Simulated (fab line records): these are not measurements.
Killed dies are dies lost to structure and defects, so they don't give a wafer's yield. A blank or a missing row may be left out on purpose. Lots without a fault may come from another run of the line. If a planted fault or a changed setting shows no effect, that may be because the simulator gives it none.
fab line records	flow sky130
record lots=6	wafers=18	lastDay=50
route steps=708 shown CAP2M@616 METAL4@621
lots with no fault: from the same line, run without faults
startH: start of the lot's first displayed wafer, in hours after the record's first day	waitH: hours elapsed since this lot's preceding step	" the same as in the row above	L1.1+2: several wafers, shown together as one row	- value missing, or start not given	* or withheld: withheld	< > ~ a bound
route shown NAME@n: a module of which the file shows steps, and the number in the route of the first	usual: mean/standard deviation taken from wafers without a fault	same: alike in all rows	chamber/n: place in a boat	sites: each site's reading	_std_site: how widely they spread, as a standard deviation	_edge_site: the outer-site mean with the inner-site mean subtracted	radiusMm: how far each site lies from the wafer's centre	mask NAME#n: copy n	behind: tool/chamber where the wafer was last shaped	hold: reason for holding the lot/hours on hold/outcome of the hold	device: which transistor (n, p or np) failed to switch	end of line: the same wafers' tests at the end of the route	step lacking rows: just its recipe	killed: the dies lost at the first sort to structure and to defects; this is not the yield of the wafer	map: shows each die of a wafer: x if killed, . if not, _ if none is there
set.NAME: the setting as run; set.NAME@STEP: as run at that earlier step	model.NAME: the simulator's own value behind a step, which no gauge read
a table for each step, a row for each wafer; lots at some steps of the route
services: the hour from which a tool's chamber was out of use, counted from the record's first day as startH (under 0 if before that day), plus the number of hours and why
## steps
# step SKY_CAP2M_METAL_ETCH_13
# recipe targetDepthNm=220	stopOn=SiO2	chemistry=Cl2/BCl3	target=TiN	pressureMtorr=10	icpW=900	biasW=48.5	Cl2_flow_sccm=60	bcl3FlowSccm=30	timeS=62.9
# usual drypumpMotorCurrentA=5.7/0.43	oesProductAu=0.939/0.0083	throttleValvePct=21.902/0.01
lot.wafer	tool	chamber	startH	waitH	drypumpMotorCurrentA	oesProductAu	rfHoursCounterH	throttleValvePct
L912.2	rieMetal-02	0	986.61	0.0	5.4	0.929	18	21.907
L912.4	"	1	"	"	6.3	0.928	-	21.915
L912.5	"	0	"	"	5.4	0.931	-	21.923
L913.1	rieMetal-02	1	995.64	0.0	6.3	0.938	6	21.907
L913.2	"	1	"	"	6.3	0.926	-	21.916
L913.6	"	1	"	"	6.3	0.938	-	21.917
L919.2	rieMetal-04	0	1034.49	0.0	5.3	0.926	20	21.907
L919.4	"	0	"	"	5.3	0.940	-	21.912
L919.5	"	0	"	"	5.3	0.929	-	21.906
L920.1	rieMetal-02	1	1047.24	0.0	6.3	0.936	9	21.901
L920.2	"	0	"	"	5.5	0.929	3	21.911
L920.5	"	1	"	"	6.3	0.931	-	21.908
L931.1	rieMetal-01	0	1102.42	0.0	6.2	0.932	21	21.912
L931.2	"	1	"	"	5.4	0.943	17	21.910
L931.5	"	0	"	"	6.2	0.949	-	21.891
L930.2	rieMetal-02	1	1104.29	0.0	6.3	0.926	13	21.903
L930.3	"	1	"	"	6.3	0.949	-	21.897
L930.4	"	0	"	"	5.4	0.934	-	21.903
# step SKY_CAP2M_STRIP_14
# recipe chemistry=O2/N2	powerW=1400	pressureMtorr=1500	platenTempC=withheld	o2FlowSccm=3000	n2FlowSccm=300	overashFraction=0.5
# usual drypumpMotorCurrentA=5.8/0.51	oesProductAu=0.710/0.0046	stripTimeToEndpointS=12.65/0.053
lot.wafer	tool	chamber	startH	waitH	drypumpMotorCurrentA	oesProductAu	rfHoursCounterH	stripTimeToEndpointS
L912.2	plasmaAsher-04	1	986.68	0.1	6.4	0.716	25	12.67
L912.4	"	0	"	"	5.3	0.702	-	12.73
L912.5	"	1	"	"	6.4	0.716	-	12.67
L913.1	plasmaAsher-02	1	995.79	0.1	6.3	0.717	121	12.66
L913.2	"	0	"	"	5.3	0.708	121	12.67
L913.6	"	0	"	"	5.3	0.705	-	12.67
L919.2	plasmaAsher-02	1	1034.56	0.1	6.4	0.709	124	12.71
L919.4	"	0	"	"	5.3	0.703	-	12.69
L919.5	"	0	"	"	5.3	0.713	-	12.67
L920.1	plasmaAsher-02	0	1047.31	0.1	5.3	0.709	126	12.67
L920.2	"	1	"	"	6.3	0.708	126	12.60
L920.5	"	0	"	"	5.3	0.708	-	12.66
L931.1	plasmaAsher-04	1	1102.49	0.1	6.4	0.716	37	12.64
L931.2	"	0	"	"	5.3	0.710	37	12.70
L931.5	"	1	"	"	6.4	0.709	-	12.62
L930.2	plasmaAsher-02	1	1104.36	0.1	6.3	0.703	4	12.78
L930.3	"	1	"	"	6.3	0.710	-	12.75
L930.4	"	0	"	"	5.3	0.710	-	12.74
# step SKY_CAP2M_STRIP_15
# recipe chemistry=postEtchResidueRemover	timeS=1200	tempC=72.5
# step SKY_CAP2M_CLEAN_16
# recipe chemistry=IPA	timeS=180	tempC=25
# step SKY_CAP2M_CLEAN_17
# recipe chemistry=O3/DIW	dry=n2Spin
# step SKY_METAL4_DEHYDRATE_05
# recipe tempC=200	timeS=60
# step SKY_METAL4_HMDS_06
# recipe primeTimeS=60	primeTempC=120
# step SKY_METAL4_COAT_07
# recipe resist=BARC	tempC=withheld	timeS=withheld	spinRpm=3000	resistThkNm=60
# step SKY_METAL4_COAT_08
# recipe resist=KrF-thick	spinRpm=3000	resistThkNm=1140
# step SKY_METAL4_SOFTBAKE_09
# recipe tempC=100	timeS=90	resist=KrF-thick
# step SKY_METAL4_EXPOSE_10
# recipe maskId=MM4	na=0.68	sourceShape=annular	sigmaInner=0.4	sigmaOuter=0.8	targetCdNm=300	doseMj=28
# step SKY_METAL4_PEB_11
# recipe pebTempC=withheld	pebTimeS=withheld	resist=KrF-thick
# step SKY_METAL4_DEVELOP_12
# recipe developTimeS=60	resist=KrF-thick	devTempC=21
# usual chillPlateTempC=22.99/0.097	developTimeS=60/0
lot.wafer	tool	chamber	startH	waitH	chillPlateTempC	developTimeS	model.KrF-thick_of_METAL4_COAT_08.thkNm
L912.2	lithoTrack-04	0	1010	-	23.00	60	1131
L912.4	"	0	"	"	23.04	60	1130
L912.5	"	0	"	"	23.09	60	1132
L913.1	lithoTrack-03	0	1019	-	22.93	60	1122
L913.2	"	0	"	"	23.04	60	1120
L913.6	"	0	"	"	23.04	60	1123
L919.2	lithoTrack-04	-	1056	-	-	-	1137
L919.4	"	-	"	"	-	-	1137
L919.5	"	-	"	"	-	-	1134
L920.1	lithoTrack-03	-	1068	-	-	-	1138
L920.2	"	-	"	"	-	-	1139
L920.5	"	-	1069	-	-	-	1137
L931.1	lithoTrack-03	0	1122	-	22.98	60	1127
L931.2	"	0	"	"	23.02	60	1128
L931.5	"	0	"	"	23.13	60	1129
L930.2	lithoTrack-03	0	1124	-	22.96	60	1127
L930.3	"	0	"	"	22.91	60	1127
L930.4	"	0	"	"	22.76	60	1126
# step SKY_METAL4_CD_MEAS_13
# recipe targetCdNm=300
# usual cdNm=299.8/1.5
lot.wafer	tool	chamber	startH	waitH	cdNm
L912.2	cdSem-01	-	1010.31	-	299.6
L912.4	"	-	"	"	300.4
L912.5	"	-	"	"	300.3
L913.1	cdSem-02	-	1019.47	-	299.7
L913.2	"	-	"	"	299.4
L913.6	"	-	"	"	298.8
L919.2	cdSem-02	-	1056.56	-	-
L919.4	"	-	"	"	-
L919.5	"	-	"	"	-
L920.1	cdSem-01	-	1069.12	-	-
L920.2	"	-	"	"	-
L920.5	"	-	"	"	-
L931.1	cdSem-02	-	1122.97	-	300.8
L931.2	"	-	"	"	300.3
L931.5	"	-	"	"	301.6
L930.2	cdSem-01	-	1124.79	-	301.9
L930.3	"	-	"	"	300.3
L930.4	"	-	"	"	302.5
## services
tool	chamber	startH	hours	kind
rieMetal-02	0	995.13	-	clean
rieMetal-02	0	995.13	16.5	scheduledDown
rieMetal-02	0	995.13	16.5	ventCycle
rieMetal-04	1	999.12	-	clean
rieMetal-04	1	999.12	28.5	scheduledDown
rieMetal-04	1	999.12	28.5	ventCycle
lithoTrack-04	-	1000.50	-	consumableReplace:filter
rieMetal-02	1	1020.09	14.6	repair
rieMetal-04	-	1044.85	1.4	pm
rieMetal-04	1	1047.10	5.7	repair
plasmaAsher-02	-	1055.25	9.0	pm
plasmaAsher-02	0	1055.25	9.0	ventCycle
plasmaAsher-02	1	1055.25	9.0	ventCycle
rieMetal-01	1	1056.34	3.7	repair
plasmaAsher-02	0	1064.25	-	clean
plasmaAsher-02	1	1064.25	-	clean
rieMetal-04	-	1068.89	2.8	pm
## key
firstSign step=SKY_METAL4_DEVELOP_12	reading=toolRecord	direction=missing
effect none on later readings
modelEffect step=SKY_METAL4_DEVELOP_12	value=KrF-thick_of_METAL4_COAT_08.thkNm	without=1123	struck=1137
metAt SKY_METAL4_DEVELOP_12
struckWafers L919.2,L919.4,L919.5,L920.1,L920.2,L920.5
laterRowsLeftOut L919.2,L919.4,L919.5,L920.1,L920.2,L920.5
sortLeftOut L919.2,L919.4,L919.5,L920.1,L920.2,L920.5
onsetBetween 1019 1056
fault kind=skippedStepWhole	tool=lithoTrack-03,lithoTrack-04	chamber=-	onsetH=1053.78	steps=SKY_METAL4_DEVELOP_12	scope=struckLotsOnly
# sortLeftOut: the simulated sort isn't trusted on such a fault, so these wafers' sort isn't shown, and their yield isn't known
# laterRowsLeftOut: the simulator's readings of these wafers behind a module that went badly wrong aren't trusted and aren't shown, but for the sort
